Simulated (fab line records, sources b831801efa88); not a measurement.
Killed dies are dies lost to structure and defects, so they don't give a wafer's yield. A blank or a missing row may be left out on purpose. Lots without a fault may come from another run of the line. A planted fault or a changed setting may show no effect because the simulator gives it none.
A struck lot beside a sound one | flow sky130 | 19 steps out of a route of 708
Sound: wafers L633.4, L633.5, L633.6. Struck: wafers L625.2, L625.3, L625.5. The cause comes at the end.
At each step with rows: each side's tool, then ch and its chambers, then its first start. Under that, the readings that differ: sound wafers | struck wafers | difference of the means | sigmas: that difference in standard deviations of wafers without a fault.
alike: readings whose means differ by less than 2 such deviations, and words and numbers that are the same on both sides. not compared: withheld readings, readings that some wafer has no value for, bounds like >300 that may hide the same value, and numbers for which the record gives no deviation and whose values overlap.
The two part at a step that has a row with sigmas, a row that says differs or no value, or rows on one side only. Numbers that don't overlap but have no deviation are shown without sigmas and don't part them. A reading that every wafer of one side lacks parts them only if that side has two wafers or more.

first, 1 step without rows for these wafers: SKY_LDD_HVP_IMPLANT_08.
SKY_LDD_HVP_STRIP_09: strips in O2/N2.
  sound on plasma_asher-04 ch 0,1, day 28 16:10; struck on plasma_asher-02 ch 0,1, day 24 10:01
  alike: drypump_motor_current_A, oes_product_au, strip_time_to_endpoint_s
  not compared: rf_hours_counter_h
SKY_LDD_HVP_TW_MEAS_10:
  sound on film_metro-03, day 28 16:16; struck on film_metro-03, day 24 10:08
  alike: LDD_HVP_TW
then, 7 steps without rows for these wafers: SKY_LDD_LDN_DEHYDRATE_00 (time 60 s); SKY_LDD_LDN_HMDS_01 (prime time 60 s); SKY_LDD_LDN_COAT_02 (resist thk 1140 nm); SKY_LDD_LDN_SOFTBAKE_03 (time 60 s); SKY_LDD_LDN_EXPOSE_04 (exposes mask LDNTM, target cd 700 nm); SKY_LDD_LDN_PEB_05; SKY_LDD_LDN_DEVELOP_06 (develop time 60 s).
SKY_LDD_LDN_OVL_MEAS_07:
  sound on overlay-01, day 29 19:32; struck on overlay-01, day 25 15:17
  alike: LDD_LDN_OVL
then, 1 step without rows for these wafers: SKY_LDD_LDN_IMPLANT_08.
SKY_LDD_LDN_IMPLANT_09:
  sound on implanter-03 ch 0, day 29 19:47; struck on implanter-03 ch 0, day 25 15:29
  reading            | sound                           | struck                       | difference | sigmas
  dose_ions_cm2      | 1.247e+13 1.2484e+13 1.2478e+13 | 4.498e+12 4.52e+12 4.514e+12 | -7.967e+12 | -99 or more
  faraday_current_uA | 70.2 69.1 68.9                  | 25.5 25.8 25.2               | -43.9      | -29
then, 2 steps without rows for these wafers: SKY_LDD_LDN_IMPLANT_10; SKY_LDD_LDN_IMPLANT_11.
SKY_LDD_LDN_STRIP_12: strips in O2/N2.
  sound on plasma_asher-03 ch 0,1, day 29 20:11; struck on plasma_asher-03 ch 1, day 25 15:55
  alike: drypump_motor_current_A, oes_product_au, strip_time_to_endpoint_s
  not compared: rf_hours_counter_h
SKY_LDD_LDN_TW_MEAS_13:
  sound on film_metro-04, day 29 20:17; struck on film_metro-03, day 25 16:01
  reading    | sound          | struck         | difference | sigmas
  LDD_LDN_TW | 1485 1481 1473 | 1390 1387 1393 | -90        | -11
then, 1 step without rows for these wafers: SKY_LDD_LDN_CLEAN_14 (cleans in SC1/SC2, time 150 s).
-- the record jumps here: 22 days lie between the struck wafers' starts before and after (it left off in module LDD_LDN and takes up again in module PAD_OPEN, whose first step shown is number 708 of the route) --
SKY_PAD_OPEN_PROBE_99:
  sound on prober-01, day 50 07:38; struck on prober-02, day 47 15:22
  reading                         | sound          | struck         | difference | sigmas
  model.etest.tip_sonos.rs_ohm_sq | 2752 2770 2741 | 3026 3036 2988 | +262       |
  alike: killed_at_M0_to_M3, killed_at_M4_up, killed_at_contacts, killed_at_front_end, killed_at_other, killed_dies, killed_open, killed_short

WHERE THEY PART
First at SKY_LDD_LDN_IMPLANT_09; last, within this record, at SKY_LDD_LDN_TW_MEAS_13. Later steps at which nothing parts them and some readings are alike: SKY_PAD_OPEN_PROBE_99.

WHY: what the simulator had put in
Process parameter drift: implanter-03, from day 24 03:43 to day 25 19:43, at SKY_LDD_LDN_IMPLANT_09. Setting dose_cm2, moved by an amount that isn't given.
